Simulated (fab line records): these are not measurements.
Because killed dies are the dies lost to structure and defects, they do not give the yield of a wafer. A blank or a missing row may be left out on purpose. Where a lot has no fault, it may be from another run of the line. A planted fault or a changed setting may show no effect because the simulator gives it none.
fab line records ; flow sky130
[record] lots = 12; wafers = 36; lastDay = 50
route steps=708 shown FIELD_ISO@1 NWELL@78 VT_ADJUST_HVTP@94 VT_ADJUST_NCORE@129
lots with no fault: from the same line, run without faults
startH: hours from the record's first day to the start of the lot's first wafer shown ; waitH: time in hours since the lot's previous step ; " identical to the entry in the row above ; L1.1+2: a single row standing in for several wafers ; - no value, or no start given ; * or withheld: withheld ; < > ~ a bound
route shown NAME@n: names a module that has steps shown in the file, with the first one's number in the route ; usual: mean/standard deviation of fault-free wafers ; same: alike in all rows ; chamber/n: place in a boat ; sites: readings site by site ; _std_site: the standard deviation of these ; _edge_site: outer sites' mean less inner sites' ; radiusMm: how far each site lies from the wafer's centre ; mask NAME#n: copy n ; behind: the last tool/chamber to shape the wafer ; hold: cause of the lot's hold/its duration in hours/its outcome ; device: whichever transistor did not switch (one of n, p or np) ; end of line: at the end of the route, the tests of the same wafers ; a step given without rows: its recipe and nothing more ; killed: not the wafer's yield, but the dies lost to structure and defects at the first sort ; map: dies across one wafer; x = killed, . = not, _ = none there
set.NAME: the setting as run; set.NAME@STEP: as run at that earlier step ; model.NAME: the simulator's own value behind a step, which no gauge read
a sample of lots followed through the steps of the route, with each step as a table and each wafer as a row
services: a tool's chamber out of use, with start hour (startH, from the record's first day; less than 0 if before it), hours out, and reason
[[steps]]
[step SKY_FIELD_ISO_BOW_MEAS_00]
[recipe] mode = bow
[usual] INCOMING_BOW = -1/6.2
lot.wafer;tool;chamber;startH;waitH;INCOMING_BOW[um]
L369.1;filmMetro-03;-;10.00;-;-6
L369.2;filmMetro-03;-;10.00;-;-3
L369.3;filmMetro-03;-;10.00;-;14
L370.2;filmMetro-03;-;15.02;-;-5
L370.4;filmMetro-03;-;15.02;-;1
L370.5;filmMetro-03;-;15.02;-;8
L371.4;filmMetro-02;-;20.06;-;0
L371.5;filmMetro-02;-;20.06;-;-3
L371.6;filmMetro-02;-;20.06;-;7
L373.2;filmMetro-01;-;30.02;-;7
L373.4;filmMetro-01;-;30.02;-;0
L373.6;filmMetro-01;-;30.02;-;-3
L374.1;filmMetro-02;-;35.00;-;-11
L374.2;filmMetro-02;-;35.00;-;4
L374.6;filmMetro-02;-;35.00;-;2
L378.4;filmMetro-01;-;55.06;-;4
L378.5;filmMetro-01;-;55.06;-;1
L378.6;filmMetro-01;-;55.06;-;-1
L381.1;filmMetro-03;-;70.00;-;-4
L381.3;filmMetro-03;-;70.00;-;1
L381.5;filmMetro-03;-;70.00;-;-7
L383.2;filmMetro-03;-;80.02;-;-10
L383.3;filmMetro-03;-;80.02;-;4
L383.5;filmMetro-03;-;80.02;-;-6
L385.1;filmMetro-02;-;90.01;-;-4
L385.2;filmMetro-02;-;90.01;-;17
L385.5;filmMetro-02;-;90.01;-;4
L388.2;filmMetro-01;-;105.02;-;4
L388.5;filmMetro-01;-;105.02;-;-14
L388.6;filmMetro-01;-;105.02;-;2
L389.1;filmMetro-02;-;110.00;-;-2
L389.5;filmMetro-02;-;110.00;-;-5
L389.6;filmMetro-02;-;110.00;-;3
L391.1;filmMetro-01;-;120.00;-;-4
L391.2;filmMetro-01;-;120.00;-;-2
L391.4;filmMetro-01;-;120.00;-;-7
[step SKY_NWELL_STRIP_25]
[recipe] chemistry = O2/N2; powerW = 1400; pressureMtorr = 1500; platenTempC = withheld; o2FlowSccm = 3000; n2FlowSccm = 300; overashFraction = 0.5
[usual] drypumpMotorCurrentA = 5.69/0.29; oesProductAu = 0.723/0.0047; stripTimeToEndpointS = 36.94/0.084
lot.wafer;tool;chamber;startH;waitH;drypumpMotorCurrentA;oesProductAu;rfHoursCounterH;stripTimeToEndpointS
L369.1;plasmaAsher-01;1;111.39;0.1;5.83;0.724;43;36.90
L369.2;plasmaAsher-01;0;111.39;0.1;5.34;0.722;43;36.98
L369.3;plasmaAsher-01;1;111.39;0.1;5.81;0.718;-;36.93
L370.2;plasmaAsher-02;0;114.10;0.1;6.12;0.721;40;37.02
L370.4;plasmaAsher-02;0;114.10;0.1;6.10;0.718;-;36.97
L370.5;plasmaAsher-02;1;114.10;0.1;5.35;0.725;-;36.90
L371.4;plasmaAsher-01;0;114.49;0.1;5.35;0.713;-;37.07
L371.5;plasmaAsher-01;1;114.49;0.1;5.82;0.712;-;37.06
L371.6;plasmaAsher-01;0;114.49;0.1;5.34;0.722;-;37.10
L373.2;plasmaAsher-02;0;121.43;0.1;6.08;0.720;41;36.89
L373.4;plasmaAsher-02;1;121.43;0.1;5.34;0.715;-;37.05
L373.6;plasmaAsher-02;1;121.43;0.1;5.35;0.720;-;37.06
L374.1;plasmaAsher-04;0;132.40;0.1;5.69;0.725;1;36.97
L374.2;plasmaAsher-04;1;132.40;0.1;5.86;0.722;1;37.01
L374.6;plasmaAsher-04;1;132.40;0.1;5.87;0.726;-;37.06
L378.4;plasmaAsher-02;0;159.23;0.1;6.03;0.725;-;36.81
L378.5;plasmaAsher-02;1;159.23;0.1;5.35;0.724;-;36.93
L378.6;plasmaAsher-02;0;159.23;0.1;6.06;0.725;-;36.95
L381.1;plasmaAsher-01;1;183.10;0.1;5.82;0.725;50;36.99
L381.3;plasmaAsher-01;0;183.10;0.1;5.34;0.728;-;36.93
L381.5;plasmaAsher-01;0;183.10;0.1;5.35;0.717;-;37.02
L383.2;plasmaAsher-02;1;192.75;0.1;5.35;0.720;48;36.98
L383.3;plasmaAsher-02;0;192.75;0.1;6.08;0.724;-;36.83
L383.5;plasmaAsher-02;1;192.75;0.1;5.35;0.717;-;36.85
L385.1;plasmaAsher-02;0;206.54;0.1;6.10;0.719;49;37.00
L385.2;plasmaAsher-02;1;206.54;0.1;5.35;0.719;49;36.80
L385.5;plasmaAsher-02;1;206.54;0.1;5.34;0.725;-;37.08
L388.2;plasmaAsher-04;1;221.43;0.1;5.87;0.720;11;37.13
L388.5;plasmaAsher-04;1;221.43;0.1;5.87;0.728;-;37.05
L388.6;plasmaAsher-04;0;221.43;0.1;5.70;0.728;-;37.04
L389.1;plasmaAsher-01;1;222.10;0.1;5.81;0.722;54;36.99
L389.5;plasmaAsher-01;0;222.10;0.1;5.35;0.715;-;37.01
L389.6;plasmaAsher-01;1;222.10;0.1;5.80;0.733;-;36.94
L391.1;plasmaAsher-02;1;235.99;0.1;5.34;0.714;53;36.95
L391.2;plasmaAsher-02;0;235.99;0.1;6.03;0.728;53;36.74
L391.4;plasmaAsher-02;0;235.99;0.1;6.10;0.725;-;36.91
[step SKY_VT_ADJUST_HVTP_IMPLANT_09]
[recipe] species = As; energyKev = 150; doseCm2 = 4.3e+12; tiltDeg = withheld
[usual] beamEnergyKeV = 150.00/0.05; endStationPressureTorr = 5.04e-06/2.4e-07
[same] implantIonAmu = 75
lot.wafer;tool;chamber;startH;waitH;beamEnergyKeV;endStationPressureTorr
L369.1;implanter-03;0;130.55;0.0;150.03;4.88e-06
L369.2;implanter-03;0;130.55;0.0;150.00;5.02e-06
L369.3;implanter-03;0;130.55;0.0;150.00;4.9e-06
L370.2;implanter-04;0;133.66;0.0;149.95;4.82e-06
L370.4;implanter-04;0;133.66;0.0;149.95;5.09e-06
L370.5;implanter-04;0;133.66;0.0;149.97;5.22e-06
L371.4;implanter-01;0;134.02;0.1;149.95;5.38e-06
L371.5;implanter-01;0;134.02;0.1;149.98;4.5e-06
L371.6;implanter-01;0;134.02;0.1;149.92;4.86e-06
L373.2;implanter-01;0;140.02;0.0;150.02;5.18e-06
L373.4;implanter-01;0;140.02;0.0;149.99;5.36e-06
L373.6;implanter-01;0;140.02;0.0;149.96;5.04e-06
L374.1;implanter-03;0;152.72;0.0;149.93;5.18e-06
L374.2;implanter-03;0;152.72;0.0;150.01;5.04e-06
L374.6;implanter-03;0;152.72;0.0;149.99;5e-06
L378.4;implanter-04;0;180.37;0.1;149.97;5.11e-06
L378.5;implanter-04;0;180.37;0.1;150.00;5.05e-06
L378.6;implanter-04;0;180.37;0.1;149.89;5.29e-06
L381.1;implanter-01;0;205.22;0.0;150.00;4.85e-06
L381.3;implanter-01;0;205.22;0.0;150.07;5.38e-06
L381.5;implanter-01;0;205.22;0.0;150.08;5.19e-06
L383.2;implanter-01;0;214.70;0.0;150.00;5.06e-06
L383.3;implanter-01;0;214.70;0.0;150.01;5.06e-06
L383.5;implanter-01;0;214.70;0.0;150.11;5.07e-06
L385.1;implanter-01;0;228.72;0.0;139.41;4.93e-06
L385.2;implanter-01;0;228.72;0.0;139.45;5.25e-06
L385.5;implanter-01;0;228.72;0.0;139.44;4.86e-06
L388.2;implanter-01;0;244.70;0.0;139.33;5.09e-06
L388.5;implanter-01;0;244.70;0.0;139.25;5.3e-06
L388.6;implanter-01;0;244.70;0.0;139.38;5.2e-06
L389.1;implanter-03;0;245.68;0.0;150.06;4.72e-06
L389.5;implanter-03;0;245.68;0.0;150.07;4.84e-06
L389.6;implanter-03;0;245.68;0.0;150.04;5.09e-06
L391.1;implanter-04;0;259.85;0.0;149.99;4.71e-06
L391.2;implanter-04;0;259.85;0.0;149.93;4.7e-06
L391.4;implanter-04;0;259.85;0.0;150.03;4.98e-06
[step SKY_VT_ADJUST_HVTP_TW_MEAS_11]
[usual] VT_ADJUST_HVTP_TW = 1350/6.2
lot.wafer;tool;chamber;startH;waitH;VT_ADJUST_HVTP_TW
L369.1;filmMetro-03;-;130.80;0.1;1358
L369.2;filmMetro-03;-;130.80;0.1;1356
L369.3;filmMetro-03;-;130.80;0.1;1357
L370.2;filmMetro-04;-;133.89;0.1;1360
L370.4;filmMetro-04;-;133.89;0.1;1353
L370.5;filmMetro-04;-;133.89;0.1;1353
L371.4;filmMetro-02;-;134.23;0.1;1344
L371.5;filmMetro-02;-;134.23;0.1;1345
L371.6;filmMetro-02;-;134.23;0.1;1350
L373.2;filmMetro-04;-;140.26;0.1;1353
L373.4;filmMetro-04;-;140.26;0.1;1350
L373.6;filmMetro-04;-;140.26;0.1;1357
L374.1;filmMetro-04;-;152.97;0.1;1349
L374.2;filmMetro-04;-;152.97;0.1;1341
L374.6;filmMetro-04;-;152.97;0.1;1346
L378.4;filmMetro-02;-;180.58;0.1;1345
L378.5;filmMetro-02;-;180.58;0.1;1328
L378.6;filmMetro-02;-;180.58;0.1;1346
L381.1;filmMetro-04;-;205.47;0.1;1352
L381.3;filmMetro-04;-;205.47;0.1;1353
L381.5;filmMetro-04;-;205.47;0.1;1350
L383.2;filmMetro-03;-;214.93;0.1;1349
L383.3;filmMetro-03;-;214.93;0.1;1352
L383.5;filmMetro-03;-;214.93;0.1;1354
L385.1;filmMetro-04;-;228.97;0.1;1327
L385.2;filmMetro-04;-;228.97;0.1;1324
L385.5;filmMetro-04;-;228.97;0.1;1322
L388.2;filmMetro-02;-;244.93;0.1;1314
L388.5;filmMetro-02;-;244.93;0.1;1320
L388.6;filmMetro-02;-;244.93;0.1;1316
L389.1;filmMetro-04;-;245.93;0.1;1349
L389.5;filmMetro-04;-;245.93;0.1;1354
L389.6;filmMetro-04;-;245.93;0.1;1352
L391.1;filmMetro-02;-;260.10;0.1;1343
L391.2;filmMetro-02;-;260.10;0.1;1348
L391.4;filmMetro-02;-;260.10;0.1;1353
[step SKY_VT_ADJUST_NCORE_STRIP_10]
[recipe] chemistry = O2/N2; powerW = 1400; pressureMtorr = 1500; platenTempC = withheld; o2FlowSccm = 3000; n2FlowSccm = 300; overashFraction = 0.5
[usual] drypumpMotorCurrentA = 5.6/0.33; oesProductAu = 0.716/0.0046; stripTimeToEndpointS = 14.20/0.036
lot.wafer;tool;chamber;startH;waitH;drypumpMotorCurrentA;oesProductAu;rfHoursCounterH;stripTimeToEndpointS
L369.1;plasmaAsher-01;0;191.71;0.1;5.3;0.718;51;14.19
L369.2;plasmaAsher-01;1;191.71;0.1;5.8;0.717;51;14.24
L369.3;plasmaAsher-01;0;191.71;0.1;5.4;0.718;-;14.24
L370.2;plasmaAsher-01;1;194.88;0.1;5.8;0.714;52;14.20
L370.4;plasmaAsher-01;1;194.88;0.1;5.8;0.710;-;14.25
L370.5;plasmaAsher-01;1;194.88;0.1;5.8;0.719;-;14.24
L371.4;plasmaAsher-02;1;195.22;0.1;5.4;0.721;-;14.20
L371.5;plasmaAsher-02;1;195.22;0.1;5.4;0.721;-;14.16
L371.6;plasmaAsher-02;0;195.22;0.1;6.0;0.717;-;14.22
L373.2;plasmaAsher-01;0;201.88;0.1;5.4;0.716;52;14.19
L373.4;plasmaAsher-01;0;201.88;0.1;5.3;0.715;-;14.19
L373.6;plasmaAsher-01;1;201.88;0.1;5.8;0.720;-;14.17
L374.1;plasmaAsher-02;0;214.70;0.1;6.0;0.715;51;14.19
L374.2;plasmaAsher-02;1;214.70;0.1;5.3;0.719;51;14.20
L374.6;plasmaAsher-02;1;214.70;0.1;5.3;0.722;-;14.16
L378.4;plasmaAsher-02;0;246.17;0.1;6.1;0.709;-;14.20
L378.5;plasmaAsher-02;1;246.17;0.1;5.3;0.714;-;14.17
L378.6;plasmaAsher-02;0;246.17;0.1;6.0;0.716;-;14.20
L381.1;plasmaAsher-02;0;274.33;0.1;6.0;0.717;57;14.11
L381.3;plasmaAsher-02;0;274.33;0.1;6.1;0.712;-;14.19
L381.5;plasmaAsher-02;0;274.33;0.1;6.0;0.715;-;14.17
L383.2;plasmaAsher-03;0;284.80;0.1;5.4;0.705;46;14.23
L383.3;plasmaAsher-03;1;284.80;0.1;5.2;0.705;-;14.21
L383.5;plasmaAsher-03;0;284.80;0.1;5.4;0.707;-;14.17
L385.1;plasmaAsher-03;1;302.43;0.1;5.2;0.713;48;14.24
L385.2;plasmaAsher-03;0;302.43;0.1;5.4;0.716;48;14.21
L385.5;plasmaAsher-03;1;302.43;0.1;5.2;0.710;-;14.15
L388.2;plasmaAsher-03;1;318.25;0.1;5.2;0.721;50;14.18
L388.5;plasmaAsher-03;1;318.25;0.1;5.2;0.717;-;14.21
L388.6;plasmaAsher-03;0;318.25;0.1;5.4;0.708;-;14.20
L389.1;plasmaAsher-03;1;318.85;0.1;5.2;0.715;50;14.13
L389.5;plasmaAsher-03;1;318.85;0.1;5.2;0.711;-;14.18
L389.6;plasmaAsher-03;0;318.85;0.1;5.4;0.711;-;14.16
L391.1;plasmaAsher-01;0;336.21;0.1;5.3;0.709;64;14.30
L391.2;plasmaAsher-01;1;336.21;0.1;5.8;0.716;64;14.24
L391.4;plasmaAsher-01;1;336.21;0.1;5.8;0.713;-;14.28
[[services]]
tool;chamber;startH;hours;kind
implanter-03;-;103.63;18.1;pm
plasmaAsher-04;-;108.75;9.0;pm
plasmaAsher-04;0;108.75;9.0;ventCycle
plasmaAsher-02;-;109.30;1.4;repair
implanter-04;-;112.08;19.5;pm
plasmaAsher-03;-;116.08;3.6;repair
implanter-03;-;121.72;3.5;pm
plasmaAsher-03;-;135.07;4.3;repair
implanter-03;-;151.95;0.5;repair
plasmaAsher-02;-;155.98;1.5;repair
plasmaAsher-03;-;190.02;7.8;repair
implanter-03;-;196.85;13.7;pm
plasmaAsher-03;-;198.12;1.5;repair
plasmaAsher-01;-;204.45;7.6;repair
plasmaAsher-03;-;208.38;2.8;pm
plasmaAsher-03;-;211.58;2.3;repair
plasmaAsher-03;-;217.37;2.9;repair
implanter-03;-;219.53;16.9;repair
plasmaAsher-04;-;241.08;2.8;pm
plasmaAsher-04;-;244.00;10.5;repair
implanter-03;-;269.59;0.7;repair
plasmaAsher-01;-;278.87;9.4;repair
implanter-04;-;279.34;3.7;pm
implanter-01;-;280.49;135.9;pm
[[key]]
[firstSign] step = SKY_VT_ADJUST_HVTP_IMPLANT_09; reading = beamEnergyKeV; direction = down; sigmas = 99+; usual = *; struck = *
[effect] step = SKY_VT_ADJUST_HVTP_TW_MEAS_11; reading = VT_ADJUST_HVTP_TW; direction = down; sigmas = 4.7; usual = 1350; struck = 1321
metAt SKY_VT_ADJUST_HVTP_IMPLANT_09
struckLots L385,L388
testerLeftOut L385,L388
notActingAt SKY_FIELD_ISO_BOW_MEAS_00,SKY_NWELL_STRIP_25,SKY_VT_ADJUST_NCORE_STRIP_10
onsetBetween 214.70 228.72
[fault] kind = processParameterDrift; tool = implanter-01; chamber = -; onsetH = 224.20; steps = SKY_VT_ADJUST_HVTP_IMPLANT_09; channel = energyKev; offset = *; shape = step; endH = 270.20; actsIn = *; stated = *
// testerLeftOut: of these lots the tester's yield and bins aren't shown, on N5 and GAA mostly nor the transistor test; their killed dies are dies lost to structure and defects alone, not to doping, threshold or leakage, so they don't give the yield
